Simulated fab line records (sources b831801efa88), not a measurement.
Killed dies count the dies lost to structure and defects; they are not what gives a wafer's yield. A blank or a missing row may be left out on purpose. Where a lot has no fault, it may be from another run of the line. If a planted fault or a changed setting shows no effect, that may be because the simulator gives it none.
The tool behind it: which one? :: flow gf180mcu :: 6 lots, 17 wafers sampled, at 3 steps of a route of 602

WHAT EACH GAUGE READ, for each wafer
GF_CONTACT_THK_MEAS_03.
lot: L335
measured: day 15 05:52
on: filmMetro-01
CONTACT_CVD_02_THK (nm): 853 893 879

lot: L337
measured: day 16 07:33
on: filmMetro-01
CONTACT_CVD_02_THK (nm): 857 850 872

lot: L339
measured: day 16 20:49
on: filmMetro-01
CONTACT_CVD_02_THK (nm): 873 862 874

lot: L342
measured: day 18 10:50
on: filmMetro-04
CONTACT_CVD_02_THK (nm): 856 852 883

lot: L351
measured: day 21 07:49
on: filmMetro-01
CONTACT_CVD_02_THK (nm): 857 881 874

lot: L357
measured: day 23 08:43
on: filmMetro-03
CONTACT_CVD_02_THK (nm): 867 1213 867 1213

EACH LOT AND THE TOOL THAT RAN IT (in order: tool; ch and the chambers of the sampled wafers; start)
lot: L335
GF_SALICIDE_RTA_08: rtpAnneal-02 ch 0, day 15 05:35
GF_CONTACT_CVD_02: pecvd-02 ch 0,2, day 15 05:47

lot: L337
GF_SALICIDE_RTA_08: rtpAnneal-01 ch 0, day 16 07:17
GF_CONTACT_CVD_02: pecvd-03 ch 0,2, day 16 07:29

lot: L339
GF_SALICIDE_RTA_08: rtpAnneal-02 ch 0, day 16 20:33
GF_CONTACT_CVD_02: pecvd-01 ch 0,1, day 16 20:45

lot: L342
GF_SALICIDE_RTA_08: rtpAnneal-01 ch 0, day 18 10:34
GF_CONTACT_CVD_02: pecvd-01 ch 0,1, day 18 10:46

lot: L351
GF_SALICIDE_RTA_08: rtpAnneal-02 ch 0, day 21 07:33
GF_CONTACT_CVD_02: pecvd-01 ch 0,2, day 21 07:44

lot: L357
GF_SALICIDE_RTA_08: rtpAnneal-02 ch 0, day 23 08:27
GF_CONTACT_CVD_02: pecvd-01 ch 0, day 23 08:37
- GF_SALICIDE_RTA_08: time 30 s.
- GF_CONTACT_CVD_02: deposits SiO2 from TEOS, target thk 860 nm, time 95.992 s.

THE ANSWER, worked out from the rows above alone
Rule: usual is defined by the lots themselves. The widest of any qualifying gaps counts: lots, ordered by their means at a reading, are off when they make up no more than a third of the lots, leave a main group of 4 or more, and stand apart from it by 3 or more times the standard deviation of that group's means. The tables above print the reading to a certain number of digits; a main group whose means all agree to those digits is not used. Also off: a lot with no number at a reading for which 4 or more lots have one. The other lots that the step has rows for count as sound.
Off: L357, at GF_CONTACT_THK_MEAS_03 (CONTACT_CVD_02_THK). Main group: mean 868 nm, sd 5.4.
A tool fits if, at a process step before that reading, it ran every lot that is off, and no sound lot after the first of them. Gauges at GF_CONTACT_THK_MEAS_03: tried the same way as those tools. Can't be told from this: 3 tools fit, rtpAnneal-02 at GF_SALICIDE_RTA_08, pecvd-01 at GF_CONTACT_CVD_02, filmMetro-03 at GF_CONTACT_THK_MEAS_03.

WHAT WAS PUT IN BY THE SIMULATOR
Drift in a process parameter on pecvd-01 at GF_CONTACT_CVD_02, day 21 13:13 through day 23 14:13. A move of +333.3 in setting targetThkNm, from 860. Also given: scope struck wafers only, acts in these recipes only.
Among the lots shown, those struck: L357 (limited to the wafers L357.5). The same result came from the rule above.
